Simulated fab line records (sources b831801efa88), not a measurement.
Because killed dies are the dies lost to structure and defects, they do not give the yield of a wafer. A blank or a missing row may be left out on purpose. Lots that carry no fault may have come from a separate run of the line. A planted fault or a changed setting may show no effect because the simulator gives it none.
A single fault, viewed from 2 desks / flow gf180mcu / numbers are kept per desk, each desk with only its own; the story behind them comes last

## AT THE METROLOGY DESK
What the gauges read, lot by lot, whatever tool the lot ran on: means of the sampled wafers that have a number. Marked OUT: a lot whose mean sits more than 4 standard deviations from the usual mean, which makes it out of limits; the brackets give that distance.
Columns: A = cd nm at GF_M3_CD_MEAS_14, usual 280.1 nm; B = cd nm at GF_V3_CD_MEAS_14, usual 259.8 nm; C = V3_W_RS at GF_V3_RS_MEAS_24, usual 0.329 ohm/sq; D = V3_W_THK at GF_V3_THK_MEAS_25, usual 348 nm
lot=L252; first seen here=day 21 07:17; A=280.2; B=260.9; C=0.327; D=349
lot=L253; first seen here=day 21 16:44; A=281.1; B=260.2; C=0.328; D=348
lot=L254; first seen here=day 22 00:57; A=280.2; B=260.2; C=0.324; D=355
lot=L255; first seen here=day 22 15:22; A=280.4; B=258.2; C=0.330; D=349
lot=L257; first seen here=day 23 07:11; A=280.7; B=259.4; C=0.328; D=348
lot=L260; first seen here=day 24 08:45; A=279.4; B=259.7; C=0.450 (+25) OUT; D=255 (-16) OUT
lot=L262; first seen here=day 25 07:41; A=279.4; B=261.0; C=0.429 (+20) OUT; D=267 (-14) OUT
lot=L270; first seen here=day 27 21:35; A=279.2; B=260.4; C=0.332; D=350
lot=L271; first seen here=day 28 08:26; A=280.5; B=260.9; C=0.329; D=346
lot=L273; first seen here=day 28 10:01; A=282.5; B=258.0; C=0.324; D=355
lot=L274; first seen here=day 28 22:50; A=281.6; B=259.6; C=0.330; D=348
Finding of this desk: L260, L262 out of limits, first seen on L260 at day 25 09:17 (V3_W_RS at GF_V3_RS_MEAS_24). L252, L253, L254, L255, L257, L270, L271, L273, L274: within limits.

## THE TOOL OWNER'S DESK: cvd w-02
The tool's own readings at GF_V3_CVD_23 (deposits W, target thk 350 nm, time 104.9 s): means of the sampled wafers that have a number, for each lot that ran on this tool. Marked OUT: a lot whose mean sits more than 4 standard deviations from the usual mean, which makes it out of limits; the brackets give that distance.
Columns: A = heater power w at GF_V3_CVD_23, usual 881 W; B = susceptor temp C at GF_V3_CVD_23, usual 400.00 C
lot=L254; first seen here=day 23 01:43; A=916; B=399.93
lot=L257; first seen here=day 24 08:35; A=929; B=400.18
lot=L260; first seen here=day 25 09:10; A=840; B=384.96 (-75) OUT
lot=L262; first seen here=day 26 07:33; A=768; B=384.96 (-75) OUT
lot=L273; first seen here=day 29 07:43; A=865; B=399.95
lot=L274; first seen here=day 29 20:22; A=927; B=400.08
This desk's verdict: out of limits on L260, L262, starting with L260 at day 25 09:10 (susceptor temp C at GF_V3_CVD_23). L254, L257, L273, L274: within limits.

## PUT TOGETHER
The tool owner's desk could have raised an alarm at day 25 09:10, on L260, L262.
At day 25 09:17 the metrology desk could have sounded an alarm, on L260, L262.
All the named lots went through GF_V3_CVD_23 on cvd w-02.

## WHAT HAD BEEN PUT IN BY THE SIMULATOR
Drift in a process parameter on cvd w-02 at GF_V3_CVD_23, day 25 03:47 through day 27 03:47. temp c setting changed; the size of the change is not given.
Struck lots among those shown: L260, L262.
Time in hours from fault onset to the first out-of-limits reading at each desk: tool owner's desk 5, metrology desk 6.
